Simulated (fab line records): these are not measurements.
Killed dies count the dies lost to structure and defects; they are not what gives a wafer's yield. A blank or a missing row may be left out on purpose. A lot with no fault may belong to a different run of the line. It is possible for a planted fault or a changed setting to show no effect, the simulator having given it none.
fab line records	flow sky130
[record] lots = 12	wafers = 36	last-day = 50
route steps=708 shown NWELL@76 SONOS_ONO@183 GATE_OXIDE@197
lots that met no fault: from a run of the same line without faults
start-h: hours from the record's opening day to when the first of the lot's shown wafers began	wait-h: hours elapsed since this lot's preceding step	" same as the row above	L1.1+2: one row covering several wafers at once	- no value, or no start given	* or withheld: withheld	< > ~ a bound
route shown NAME@n: NAME is a module with steps in the file, n the number in the route of the first one	usual: mean/standard deviation taken from wafers without a fault	same: alike in all rows	chamber/n: place in a boat	sites: per-site readings	_std_site: their standard deviation	_edge_site: inner sites' mean taken away from outer sites' mean	radius-mm: how far each site lies from the wafer's centre	mask NAME#n: copy n	behind: tool/chamber where the wafer was last shaped	hold: reason for holding the lot/hours on hold/outcome of the hold	device: which transistor (n, p or np) failed to switch	end of line: the same wafers' tests at the end of the route	a step given without rows: its recipe and nothing more	killed: the dies lost at the first sort to structure and to defects; this is not the yield of the wafer	map: the dies of a wafer, with x for killed, . for not killed, _ for no die there
set.NAME: the run value of the setting; set.NAME@STEP: its run value at that earlier step	model.NAME: the simulator's own value behind a step, which no gauge read
one table for each step of the route and one row for each wafer, over a sample of lots
services: when a tool's chamber went out of use (start-h, in hours from the record's first day, below 0 if earlier), for how many hours, and the reason
[[steps]]
[step SKY_NWELL_OVL_MEAS_23]
[usual] NWELL_01_OVL = -0.2/1.4
lot.wafer	tool	chamber	start-h	wait-h	NWELL_01_OVL[nm]
L545.4	overlay-02	-	105.97	-	-0.2
L545.5	"	-	"	"	0.9
L545.6	"	-	"	"	0.5
L546.2	overlay-01	-	118.11	-	1.3
L546.5	"	-	"	"	0.3
L546.6	"	-	"	"	0.7
L548.1	overlay-02	-	120.77	-	-3.3
L548.3	"	-	"	"	-1.9
L548.5	"	-	"	"	-1.1
L552.4	overlay-02	-	150.08	-	-0.4
L552.5	"	-	"	"	-1.0
L552.6	"	-	"	"	-1.2
L557.1	overlay-01	-	176.62	-	1.2
L557.2	"	-	"	"	-2.6
L557.6	"	-	"	"	-0.6
L558.2	overlay-02	-	182.32	-	0.0
L558.4	"	-	"	"	2.7
L558.5	"	-	"	"	1.3
L559.1	overlay-01	-	192.02	-	-1.9
L559.3	"	-	"	"	-2.1
L559.5	"	-	"	"	-1.6
L564.1	overlay-01	-	222.42	-	-0.4
L564.4	"	-	"	"	0.0
L564.6	"	-	"	"	-1.1
L563.3	overlay-02	-	223.43	-	-0.7
L563.4	"	-	"	"	-0.3
L563.5	"	-	"	"	-0.6
L566.4	overlay-02	-	228.63	-	0.0
L566.5	"	-	"	"	-0.9
L566.6	"	-	"	"	0.1
L567.1	overlay-01	-	238.05	-	-0.7
L567.4	"	-	"	"	2.0
L567.6	"	-	"	"	0.3
L568.1	overlay-02	-	243.72	-	3.1
L568.2	"	-	"	"	0.9
L568.4	"	-	"	"	1.8
[step SKY_SONOS_ONO_ETCH_15]
[recipe] target-depth-nm = 19.52	chemistry = CHF3/O2	source-w = 600	bias-w = 200	pressure-mtorr = 40	chf3-flow-sccm = 50	O2_flow_sccm = 5	time-s = 7.8
[usual] chf3-flow-sccm = 50.00/0.13	drypump-motor-current-A = 5.7/0.46	oes-product-au = 0.996/0.0087	throttle-valve-pct = 8.825/0.0086
lot.wafer	tool	chamber	start-h	wait-h	chf3-flow-sccm	drypump-motor-current-A	oes-product-au	rf-hours-counter-h	throttle-valve-pct
L545.4	rie-diel-03	0	280.73	0.0	50.12	5.3	0.995	70	8.823
L545.5	"	0	"	"	50.10	5.3	0.995	-	8.830
L545.6	"	3	"	"	49.84	5.2	1.001	-	8.831
L546.2	rie-diel-01	1	298.44	0.0	50.28	5.6	0.979	35	8.826
L546.5	"	2	"	"	50.04	5.2	0.981	-	8.810
L546.6	"	1	"	"	50.01	5.6	0.989	-	8.821
L548.1	rie-diel-03	1	301.84	0.0	50.03	6.4	0.992	1	8.824
L548.3	"	3	"	"	50.24	5.2	1.000	62	8.827
L548.5	"	2	"	"	49.93	5.9	1.006	-	8.828
L552.4	rie-diel-03	3	344.53	0.0	49.82	5.2	1.007	62	8.825
L552.5	"	1	"	"	49.92	6.4	1.000	-	8.825
L552.6	"	0	"	"	49.78	5.3	1.006	-	8.835
L557.1	rie-diel-01	0	381.41	0.0	50.09	5.4	0.996	5	8.822
L557.2	"	3	"	"	50.25	6.2	1.004	72	8.831
L557.6	"	1	"	"	50.26	5.7	0.997	-	8.840
L558.2	rie-diel-01	3	385.43	0.0	50.07	6.3	1.003	72	8.827
L558.4	"	0	"	"	49.80	5.4	0.995	-	8.823
L558.5	"	3	"	"	49.95	6.3	1.003	-	8.828
L559.1	rie-diel-03	3	399.04	0.0	49.96	5.2	1.010	63	8.827
L559.3	"	0	"	"	50.16	5.3	0.997	72	8.823
L559.5	"	2	"	"	50.03	5.9	0.993	-	8.828
L564.1	rie-diel-01	2	442.33	0.0	49.98	5.2	0.985	8	8.822
L564.4	"	1	"	"	50.06	5.6	0.976	38	8.800
L564.6	"	3	"	"	49.75	6.3	0.990	-	8.831
L563.3	rie-diel-01	1	446.83	0.0	49.90	5.7	0.993	38	8.810
L563.4	"	3	"	"	50.10	6.3	0.991	73	8.816
L563.5	"	0	"	"	50.02	5.4	0.994	-	8.834
L566.4	rie-diel-04	3	451.16	0.0	49.96	6.5	1.001	14	8.820
L566.5	"	2	"	"	49.91	5.5	1.001	-	8.835
L566.6	"	3	"	"	49.98	6.5	1.004	-	8.826
L567.1	rie-diel-01	2	464.81	0.0	50.02	5.2	0.990	8	8.824
L567.4	"	3	"	"	49.79	6.2	1.000	73	8.819
L567.6	"	3	"	"	49.98	6.3	1.006	-	8.831
L568.1	rie-diel-03	3	469.06	0.0	50.04	5.2	1.014	64	8.835
L568.2	"	2	"	"	49.88	5.8	1.008	89	8.826
L568.4	"	2	"	"	49.96	5.8	0.993	-	8.829
[step SKY_SONOS_ONO_STRIP_17]
[recipe] chemistry = O2/N2	power-w = 1400	pressure-mtorr = 1500	platen-temp-c = withheld	o2-flow-sccm = 3000	n2-flow-sccm = 300	overash-fraction = 0.5
[usual] drypump-motor-current-A = 5.57/0.14	n2-flow-sccm = 299.9/0.95	oes-product-au = 0.710/0.0049	strip-time-to-endpoint-s = 14.10/0.035
lot.wafer	tool	chamber	start-h	wait-h	drypump-motor-current-A	n2-flow-sccm	oes-product-au	rf-hours-counter-h	strip-time-to-endpoint-s
L545.4	plasma-asher-03	0	280.87	0.0	5.56	299.3	0.715	-	14.10
L545.5	"	0	"	"	5.58	298.8	0.712	-	14.09
L545.6	"	1	"	"	5.57	300.7	0.703	-	14.14
L546.2	plasma-asher-01	1	298.63	0.0	5.56	299.1	0.706	59	14.20
L546.5	"	0	"	"	5.54	300.5	0.703	-	14.16
L546.6	"	1	"	"	5.52	299.1	0.710	-	14.15
L548.1	plasma-asher-03	0	301.95	0.0	5.55	297.9	0.708	61	14.17
L548.3	"	1	"	"	5.58	300.2	0.704	-	14.17
L548.5	"	1	"	"	5.57	297.9	0.711	-	14.15
L552.4	plasma-asher-01	1	344.67	0.0	5.53	299.6	0.706	-	14.03
L552.5	"	1	"	"	5.55	300.0	0.718	-	13.99
L552.6	"	0	"	"	5.58	300.0	0.707	-	14.04
L557.1	plasma-asher-03	0	381.52	0.0	5.56	300.6	0.710	69	14.06
L557.2	"	1	"	"	5.56	299.6	0.707	69	14.25
L557.6	"	0	"	"	5.55	299.6	0.723	-	14.07
L558.2	plasma-asher-03	1	385.53	0.0	5.58	301.0	0.716	70	14.27
L558.4	"	1	"	"	5.58	300.7	0.702	-	14.19
L558.5	"	0	"	"	5.59	300.6	0.712	-	14.11
L559.1	plasma-asher-01	0	399.15	0.0	5.58	302.2	0.705	70	14.16
L559.3	"	1	"	"	5.52	299.4	0.711	-	14.17
L559.5	"	0	"	"	5.58	301.3	0.711	-	14.10
L564.1	plasma-asher-01	0	442.43	0.0	5.56	297.6	0.709	75	14.14
L564.4	"	1	"	"	5.48	300.9	0.710	-	14.14
L564.6	"	1	"	"	5.51	299.9	0.711	-	14.07
L563.3	plasma-asher-04	1	446.97	0.0	5.35	300.3	0.702	-	14.15
L563.4	"	0	"	"	5.85	298.5	0.713	-	14.15
L563.5	"	0	"	"	5.83	300.5	0.720	-	14.08
L566.4	plasma-asher-03	1	451.31	0.0	5.55	301.1	0.709	-	14.06
L566.5	"	0	"	"	5.56	299.6	0.713	-	14.12
L566.6	"	1	"	"	5.58	301.1	0.714	-	14.09
L567.1	plasma-asher-04	1	464.92	0.0	5.35	298.8	0.709	37	14.10
L567.4	"	1	"	"	5.34	301.4	0.703	-	14.11
L567.6	"	1	"	"	5.36	299.4	0.711	-	14.09
L568.1	plasma-asher-03	0	469.17	0.0	5.57	301.0	0.708	4	14.16
L568.2	"	1	"	"	5.59	300.5	0.714	4	14.12
L568.4	"	1	"	"	5.58	300.9	0.705	-	14.13
[step SKY_GATE_OXIDE_OVL_MEAS_10]
[usual] GATE_OXIDE_OVL = -0.7/1.3
lot.wafer	tool	chamber	start-h	wait-h	GATE_OXIDE_OVL[nm]
L545.4	overlay-02	-	308.18	0.1	0.1
L545.5	"	-	"	"	-2.1
L545.6	"	-	"	"	-0.9
L546.2	overlay-01	-	325.92	0.1	1.1
L546.5	"	-	"	"	-1.3
L546.6	"	-	"	"	1.0
L548.1	overlay-02	-	330.21	0.1	-1.3
L548.3	"	-	"	"	-1.6
L548.5	"	-	"	"	0.6
L552.4	overlay-01	-	373.74	0.1	-2.7
L552.5	"	-	"	"	-1.3
L552.6	"	-	"	"	-3.1
L557.1	overlay-01	-	412.62	0.1	-0.4
L557.2	"	-	"	"	0.9
L557.6	"	-	"	"	-0.1
L558.2	overlay-02	-	416.88	0.1	-1.5
L558.4	"	-	"	"	-0.7
L558.5	"	-	"	"	0.1
L559.1	overlay-01	-	431.32	0.1	0.5
L559.3	"	-	"	"	0.9
L559.5	"	-	"	"	0.3
L564.1	overlay-01	-	475.32	0.1	-1.3
L564.4	"	-	"	"	-0.5
L564.6	"	-	"	"	0.1
L563.3	overlay-01	-	479.93	0.1	-0.5
L563.4	"	-	"	"	-0.6
L563.5	"	-	"	"	-0.1
L566.4	overlay-02	-	483.29	0.1	-0.3
L566.5	"	-	"	"	0.4
L566.6	"	-	"	"	0.9
L567.1	overlay-01	-	497.12	0.1	-2.2
L567.4	"	-	"	"	-0.9
L567.6	"	-	"	"	-3.4
L568.1	overlay-01	-	501.17	0.1	-1.7
L568.2	"	-	"	"	-1.1
L568.4	"	-	"	"	-1.6
[step SKY_GATE_OXIDE_TW_MEAS_14]
[usual] GATE_OXIDE_TW = 223.2/1.7
lot.wafer	tool	chamber	start-h	wait-h	GATE_OXIDE_TW
L545.4	film-metro-04	-	308.58	0.1	223.7
L545.5	"	-	"	"	223.5
L545.6	"	-	"	"	224.2
L546.2	film-metro-04	-	326.31	0.1	225.1
L546.5	"	-	"	"	224.6
L546.6	"	-	"	"	223.6
L548.1	film-metro-03	-	330.60	0.1	223.6
L548.3	"	-	"	"	224.0
L548.5	"	-	"	"	222.9
L552.4	film-metro-03	-	374.14	0.1	222.7
L552.5	"	-	"	"	222.5
L552.6	"	-	"	"	222.3
L557.1	film-metro-02	-	413.01	0.1	219.5
L557.2	"	-	"	"	220.0
L557.6	"	-	"	"	220.7
L558.2	film-metro-02	-	417.27	0.1	220.0
L558.4	"	-	"	"	219.6
L558.5	"	-	"	"	220.0
L559.1	film-metro-04	-	431.71	0.1	224.0
L559.3	"	-	"	"	223.6
L559.5	"	-	"	"	224.1
L564.1	film-metro-04	-	475.72	0.1	225.4
L564.4	"	-	"	"	226.3
L564.6	"	-	"	"	225.1
L563.3	film-metro-04	-	480.33	0.1	221.8
L563.4	"	-	"	"	222.4
L563.5	"	-	"	"	221.2
L566.4	film-metro-03	-	483.69	0.1	223.0
L566.5	"	-	"	"	224.4
L566.6	"	-	"	"	224.3
L567.1	film-metro-04	-	497.51	0.1	221.8
L567.4	"	-	"	"	222.0
L567.6	"	-	"	"	222.1
L568.1	film-metro-02	-	501.56	0.1	222.4
L568.2	"	-	"	"	222.7
L568.4	"	-	"	"	223.1
[[services]]
tool	chamber	start-h	hours	kind
plasma-asher-01	-	278.94	14.6	pm
rie-diel-04	2	284.28	-	clean
rie-diel-04	2	284.28	19.6	scheduled-down
rie-diel-04	2	284.28	19.6	vent-cycle
rie-diel-03	3	305.46	5.1	repair
rie-diel-04	3	325.63	11.5	repair
rie-diel-04	-	332.46	2.8	pm
rie-diel-01	3	349.38	3.8	repair
rie-diel-03	-	351.11	0.4	repair
rie-diel-03	3	352.28	21.0	repair
rie-diel-03	0	356.40	2.5	repair
rie-diel-04	2	369.53	12.6	repair
rie-diel-01	2	375.14	12.8	repair
plasma-asher-04	-	397.11	6.0	repair
plasma-asher-03	-	421.25	9.0	pm
plasma-asher-03	0	421.25	9.0	vent-cycle
plasma-asher-03	1	421.25	9.0	vent-cycle
plasma-asher-03	0	430.25	-	clean
plasma-asher-03	1	430.25	-	clean
rie-diel-01	-	437.25	0.1	repair
plasma-asher-03	-	439.69	2.8	pm
rie-diel-01	-	455.02	3.9	repair
rie-diel-03	1	465.25	12.3	repair
[[key]]
[first-sign] step = SKY_SONOS_ONO_STRIP_17	reading = strip-time-to-endpoint-s	direction = up	sigmas = 3.8	usual = *	struck = *
effect none on later readings
met-at SKY_SONOS_ONO_ETCH_15
struck-lots L557,L558
struck-wafers L557.2,L558.2,L558.4
tester-left-out L557,L558
not-acting-at SKY_NWELL_OVL_MEAS_23,SKY_GATE_OXIDE_OVL_MEAS_10,SKY_GATE_OXIDE_TW_MEAS_14
onset-between 298.44 381.41
[fault] kind = process-parameter-drift	tool = rie-diel-01	chamber = -	onset-h = 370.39	steps = SKY_SONOS_ONO_ETCH_15	channel = time-s	offset = *	shape = step	end-h = 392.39	scope = struck-wafers-only	acts-in = *	stated = *
// tester-left-out: of these lots the tester's yield and bins aren't shown, on N5 and GAA mostly nor the transistor test; their killed dies are dies lost to structure and defects alone, not to doping, threshold or leakage, so they don't give the yield
